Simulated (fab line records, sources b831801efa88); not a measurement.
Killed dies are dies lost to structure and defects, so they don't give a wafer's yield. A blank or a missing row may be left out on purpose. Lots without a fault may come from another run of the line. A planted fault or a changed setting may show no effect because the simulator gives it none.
Chamber matching | flow gf180mcu | GF_POLY_GATE_ETCH_13 on rie_si-01: 4 sister chambers
The step etches poly-Si in HBr/Cl2, stops on SiO2, target depth 198.5 nm, time 69.6 s. 20 wafers are shown with their chamber, then 10 later ones without.

WAFERS WITH THEIR CHAMBER
wafer  | chamber | drypump_motor_current_A (A) | rf_fwd_power_W (W) | oes_product_au (a.u.)
L523.4 | 2       | 6.4                         | 395.3              | 0.993
L523.5 | 3       | 5.1                         | 398.0              | 1.002
L523.6 | 2       | 6.4                         | 396.2              | 0.993
L526.1 | 1       | 6.5                         | 398.2              | 0.978
L526.4 | 0       | 5.4                         | 397.1              | 0.985
L526.5 | 0       | 5.4                         | 397.5              | 0.983
L527.1 | 2       | 6.3                         | 397.0              | 0.975
L527.3 | 3       | 5.2                         | 398.6              | 0.985
L527.6 | 3       | 5.1                         | 399.2              | 0.979
L529.2 | 3       | 5.1                         | 397.1              | 0.999
L529.3 | 1       | 6.5                         | 398.7              | 0.986
L529.5 | 1       | 6.5                         | 399.6              | 0.986
L531.3 | 2       | 6.4                         | 397.4              | 0.982
L531.4 | 3       | 5.1                         | 396.6              | 0.992
L531.6 | 1       | 6.5                         | 399.3              | 0.983
L532.2 | 1       | 6.5                         | 397.0              | 0.979
L532.3 | 3       | 5.1                         | 400.1              | 0.994
L532.4 | 0       | 5.4                         | 397.3              | 0.990
L533.1 | 2       | 6.4                         | 396.9              | 0.984
L533.3 | 3       | 5.2                         | 397.5              | 0.997

SIGNATURES (means of the wafers above)
reading                 | chamber 0 | chamber 1 | chamber 2 | chamber 3 | scatter within a chamber
drypump_motor_current_A | 5.400     | 6.500     | 6.380     | 5.129     | 0.0373
rf_fwd_power_W          | 397.300   | 398.560   | 396.560   | 398.157   | 1
oes_product_au          | 0.98600   | 0.98240   | 0.98540   | 0.99257   | 0.00668
Rule: a wafer's distance from a chamber is the root of the sum, over the readings, of the square of ((its reading less the chamber's mean) divided by the reading's scatter). The wafer belongs to the nearest chamber; if the next one is less than 2 further off, it can't be placed. The scatter: the root of (the sum of the squares of (reading less its chamber's mean) over the shown wafers, divided by (wafers less chambers)).

WAFERS WITHOUT THEIR CHAMBER
wafer  | drypump_motor_current_A (A) | rf_fwd_power_W (W) | oes_product_au (a.u.)
L533.6 | 6.5                         | 397.6              | 0.973
L537.2 | 6.5                         | 398.0              | 0.980
L537.3 | 5.2                         | 402.0              | 0.990
L537.4 | 5.3                         | 397.9              | 0.982
L538.2 | 6.5                         | 396.6              | 0.984
L538.3 | 5.1                         | 398.4              | 0.998
L538.6 | 5.1                         | 397.0              | 0.993
L539.1 | 6.5                         | 398.5              | 0.989
L539.3 | 5.4                         | 396.0              | 0.985
L539.6 | 6.5                         | 397.3              | 0.982

WHICH CHAMBER EACH WENT THROUGH
wafer  | from the rows above     | in truth
L533.6 | 1                       | 1
L537.2 | 1                       | 1
L537.3 | 3                       | 3
L537.4 | 0                       | 0
L538.2 | can't be placed: 1 or 2 | 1
L538.3 | 3                       | 3
L538.6 | 3                       | 3
L539.1 | 1                       | 1
L539.3 | 0                       | 0
L539.6 | 1                       | 1
Placed correctly: 9 of 10. Can't be placed from these rows: 1 (the true chamber is among the candidates in 1). Placed wrongly: 0.
